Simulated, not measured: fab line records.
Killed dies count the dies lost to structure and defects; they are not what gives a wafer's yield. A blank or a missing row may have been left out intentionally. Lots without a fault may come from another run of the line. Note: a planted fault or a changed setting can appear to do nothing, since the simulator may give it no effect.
A struck lot beside a sound one | flow sfq-line | 14 out of 325 route steps
Sound: wafers L569.1, L569.3, L569.6. Struck: wafer L579.6 (left out: L579.3, L579.5 of the same lot, which were not struck); the cause appears at the end.
At each step with rows: each side's tool, then ch and its chambers, then its first start. Under that, the readings that differ: sound wafers | struck wafers | difference of the means | sigmas: that difference in standard deviations of wafers without a fault.
alike: readings with means less than 2 such deviations apart, plus words and numbers identical on both sides. not compared: withheld readings, readings lacking a value on some wafer, bounds such as >300 that could conceal the same value, and numbers that have no deviation in the record and whose values overlap.
A row with sigmas, a row that says differs or no value, or rows on one side alone: a step with any of these is where the two part. Numbers that don't overlap but have no deviation are shown without sigmas and don't part them. Lack of a reading on every wafer of one side parts them only where that side has two or more wafers.

first, 2 steps without rows for these wafers: SFQ_TRILAYER_I0_VIA_STRIP_SOLV_CLEAN_036 (cleans in NMP, time 600 s); SFQ_TRILAYER_M1_DEP_PRE_CLEAN_038 (time 22.5 s).
SFQ_TRILAYER_M1_DEP_SPUTTER_037: material Nb, target thk 200 nm, time 133.3 s.
  sound: pvd-sputter-03 at day 19 03:35; struck: pvd-sputter-05 at day 22 17:05
  alike: throttle-valve-pct
SFQ_M1_RS_MEAS_909: the measuring method here is four-point-probe.
  sound: film-metro-01 at day 19 03:40; struck: film-metro-03 at day 22 17:13
  alike: M1_NB_RS
then, 6 steps without rows for these wafers: SFQ_TRILAYER_M1_LITHO_COAT_044 (resist thk 62 nm); SFQ_TRILAYER_M1_LITHO_COAT_039 (resist thk 600 nm); SFQ_TRILAYER_M1_LITHO_SOFTBAKE_043; SFQ_TRILAYER_M1_LITHO_EXPOSE_040 (exposes mask M1, target cd 500 nm); SFQ_TRILAYER_M1_LITHO_PEB_042 (peb time 60 s); SFQ_TRILAYER_M1_LITHO_DEVELOP_041 (time 60 s).
-- the record jumps here: 6 days lie between the struck wafers' starts before and after --
SFQ_M1_OVL_MEAS_911:
  sound: overlay-02 at day 25 23:04; struck: overlay-02 at day 28 14:35
  alike: M1_OVL
SFQ_TRILAYER_M1_BARC_OPEN_METAL_ETCH_054: etches BARC in O2, target depth 125 nm, time 41.7 s.
  sound on rie-metal-03 ch 0, day 25 23:05; struck on rie-metal-02 ch 1, day 28 14:38
  reading                                             | sound             | struck | difference | sigmas
  drypump-motor-current-A (A)                         | 5.5 5.5 5.5       | 6.5    | +1.0       | +3
  model.KrF_of_TRILAYER_M1_LITHO_COAT_039.thk-nm (nm) | 522.3 522.1 524.1 | 531.4  | +8.6       |
  alike: he-backside-leak-sccm, oes-product-au
  not compared: rf-hours-counter-h
SFQ_TRILAYER_M1_ETCH_METAL_ETCH_042: etches Nb in Cl2/Ar, stops on SiO2, target depth 240 nm, time 120 s.
  sound on rie-metal-03 ch 0, day 25 23:09; struck on rie-metal-02 ch 1, day 28 14:43
  reading                                             | sound             | struck | difference | sigmas
  drypump-motor-current-A (A)                         | 5.6 5.6 5.6       | 6.5    | +0.9       | +2
  model.KrF_of_TRILAYER_M1_LITHO_COAT_039.thk-nm (nm) | 380.2 379.4 383.6 | 392.1  | +11.0      |
  alike: he-backside-leak-sccm, oes-product-au
  not compared: rf-hours-counter-h
SFQ_TRILAYER_M1_STRIP_STRIP_043: strips in O2.
  sound on rie-metal-03 ch 0, day 25 23:17; struck on rie-metal-02 ch 1, day 28 15:00
  reading                      | sound          | struck | difference | sigmas
  drypump-motor-current-A (A)  | 5.6 5.6 5.6    | 6.5    | +0.9       | +2
  he-backside-leak-sccm (sccm) | 3.32 3.33 3.44 | 3.93   | +0.57      | +2
  alike: oes-product-au
  not compared: rf-hours-counter-h

WHERE THEY PART
Earliest at SFQ_TRILAYER_M1_BARC_OPEN_METAL_ETCH_054; latest, in this record, at SFQ_TRILAYER_M1_STRIP_STRIP_043.

WHY: what had been put in by the simulator
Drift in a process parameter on rie-metal-02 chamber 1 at SFQ_TRILAYER_M1_BARC_OPEN_METAL_ETCH_054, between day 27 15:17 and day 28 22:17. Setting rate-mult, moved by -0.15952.
